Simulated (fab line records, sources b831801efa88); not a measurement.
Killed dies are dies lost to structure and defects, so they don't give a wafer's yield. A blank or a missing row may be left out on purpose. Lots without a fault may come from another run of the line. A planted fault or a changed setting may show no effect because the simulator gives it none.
Which tool did it? | flow sky130 | 7 lots, 21 wafers sampled, at 2 steps of a route of 708

WHAT THE GAUGES READ, wafer by wafer
SKY_RES_XHIGH_TW_MEAS_09.
lot  | measured     | on            | RES_XHIGH_TW
L934 | day 28 03:41 | film_metro-01 | 1618 1616 1608
L937 | day 28 22:40 | film_metro-02 | 1646 1655 1640
L940 | day 29 17:40 | film_metro-02 | 1662 1667 1665
L942 | day 30 20:39 | film_metro-02 | 30 30 30
L947 | day 32 07:31 | film_metro-01 | 1625 1630 1625
L953 | day 34 04:10 | film_metro-01 | 1630 1617 1622
L955 | day 34 13:41 | film_metro-02 | 1654 1656 1642

WHICH TOOL RAN EACH LOT (tool, then ch and the chambers of the sampled wafers, then the start)
lot  | SKY_RES_XHIGH_DEVELOP_06
L934 | litho_track-03 ch 0, day 28 03:17
L937 | litho_track-02 ch 0, day 28 22:17
L940 | litho_track-02 ch 0, day 29 17:17
L942 | litho_track-03, day 30 20:16
L947 | litho_track-03 ch 0, day 32 07:10
L953 | litho_track-03 ch 0, day 34 03:47
L955 | litho_track-03 ch 0, day 34 13:17
- SKY_RES_XHIGH_DEVELOP_06: develop time 60 s.

THE ANSWER, worked out from the rows above alone
Rule: what is usual is taken from the lots themselves. Put in order of their means at a reading, lots are off if they are a third of the lots or fewer, leave a main group of 4 or more, and stand apart from it by a gap of 3 or more times the standard deviation of the main group's means; of several such gaps the widest counts. A main group whose means are all the same, to the digits that the tables above print for the reading, isn't used. A lot without any number at a reading at which 4 lots or more have one is off too. The other lots that the step has rows for count as sound.
Off: L942, at SKY_RES_XHIGH_TW_MEAS_09 (RES_XHIGH_TW). The main group: mean 1638, standard deviation 18.
A tool fits if, at a process step before that reading, it ran every lot that is off, and no sound lot after the first of them. The gauges at SKY_RES_XHIGH_TW_MEAS_09 are tried like those tools. None of those tried fits.

WHAT THE SIMULATOR HAD PUT IN
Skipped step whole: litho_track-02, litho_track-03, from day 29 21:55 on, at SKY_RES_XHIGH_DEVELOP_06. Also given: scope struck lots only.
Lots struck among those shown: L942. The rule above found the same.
